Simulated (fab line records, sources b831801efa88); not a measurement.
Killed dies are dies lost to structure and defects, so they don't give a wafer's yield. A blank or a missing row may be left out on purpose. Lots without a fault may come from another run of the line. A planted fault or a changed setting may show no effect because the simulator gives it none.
Chamber matching | flow sky130 | SKY_VIA4_CMP_21 on cmp-02: 4 sister chambers
The step polishes, stops on SiO2, t overpolish 25 s, target thk 0 nm. 4 wafers are shown with their chamber, then 9 later ones without.

WAFERS WITH THEIR CHAMBER
wafer  | chamber | motor_current_A (A)
L622.4 | 3       | 10.6
L624.1 | 2       | 10.9
L624.2 | 1       | 12.0
L624.6 | 0       | 10.2

WAFERS WITHOUT THEIR CHAMBER
wafer  | motor_current_A (A)
L625.1 | 12.8
L625.2 | 9.8
L625.3 | 11.1
L626.2 | 10.5
L626.4 | 10.6
L626.6 | 13.1
L628.1 | 10.7
L628.2 | 11.7
L628.5 | 10.2

WHICH CHAMBER EACH WENT THROUGH
wafer  | from the rows above               | in truth
L625.1 | 1                                 | 1
L625.2 | can't be placed: 0 or 3 or 2      | 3
L625.3 | can't be placed: 2 or 3 or 0 or 1 | 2
L626.2 | can't be placed: 3 or 0 or 2      | 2
L626.4 | can't be placed: 3 or 2 or 0      | 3
L626.6 | 1                                 | 1
L628.1 | can't be placed: 3 or 2 or 0      | 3
L628.2 | can't be placed: 1 or 2 or 3      | 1
L628.5 | can't be placed: 0 or 3 or 2      | 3
Placed correctly: 2 of 9. Can't be placed from these rows: 7 (the true chamber is among the candidates in 7). Placed wrongly: 0.
How it was worked out, from the rows above alone: a wafer's distance from a chamber is the root of the sum, over the readings, of the square of ((its reading less the chamber's mean) divided by the reading's scatter). The wafer belongs to the nearest chamber; if the next one is less than 2 further off, it can't be placed. A chamber's mean is the mean of its shown wafers. The scatter: with one shown wafer a chamber, the root of the mean of the squares of how far each hidden wafer lies from its nearest shown one.
